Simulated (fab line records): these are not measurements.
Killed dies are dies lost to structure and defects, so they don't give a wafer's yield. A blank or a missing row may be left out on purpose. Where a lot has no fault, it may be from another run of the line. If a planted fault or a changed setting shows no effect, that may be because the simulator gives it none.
Chamber matching + flow gf180mcu + pecvd-03 running GF_PASSIVATION_CVD_00: 3 sister chambers
The step deposits SiO2 from TEOS, target thk 1000 nm, time 111.95 s. 3 wafers are shown with their chamber, then 7 later ones without.

## WAFERS, EACH WITH ITS CHAMBER
| wafer  | chamber | heater-power-w (W) |
|--------|---------|--------------------|
| L117.2 | 0       | 840                |
| L118.2 | 1       | 757                |
| L118.5 | 2       | 866                |

## WAFERS WITH NO CHAMBER GIVEN
| wafer  | heater-power-w (W) |
|--------|--------------------|
| L118.6 | 826                |
| L120.1 | 782                |
| L120.2 | 873                |
| L120.4 | 845                |
| L122.2 | 1034               |
| L122.3 | 819                |
| L122.4 | 846                |

## EACH ONE'S CHAMBER
| wafer  | from the rows above          | in truth |
|--------|------------------------------|----------|
| L118.6 | can't be placed: 0 or 2 or 1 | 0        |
| L120.1 | can't be placed: 1 or 0 or 2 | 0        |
| L120.2 | can't be placed: 2 or 0 or 1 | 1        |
| L120.4 | can't be placed: 0 or 2 or 1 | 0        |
| L122.2 | can't be placed: 2 or 0 or 1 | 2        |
| L122.3 | can't be placed: 0 or 2 or 1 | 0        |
| L122.4 | can't be placed: 0 or 2 or 1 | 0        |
Placed correctly: 0 of 7. Unplaceable from these rows: 7, with the true chamber sitting among the candidates in 7. Number placed wrongly: 0.
How it was worked out, from the rows above alone: a wafer's distance from a chamber is the root of the sum, over the readings, of the square of ((its reading less the chamber's mean) divided by the reading's scatter). The wafer belongs to the nearest chamber; if the next one is less than 2 further off, it can't be placed. A chamber's mean is the mean of its shown wafers. The scatter (one wafer shown for each chamber): square how far every hidden wafer sits from the nearest shown wafer, average those squares and take the square root.
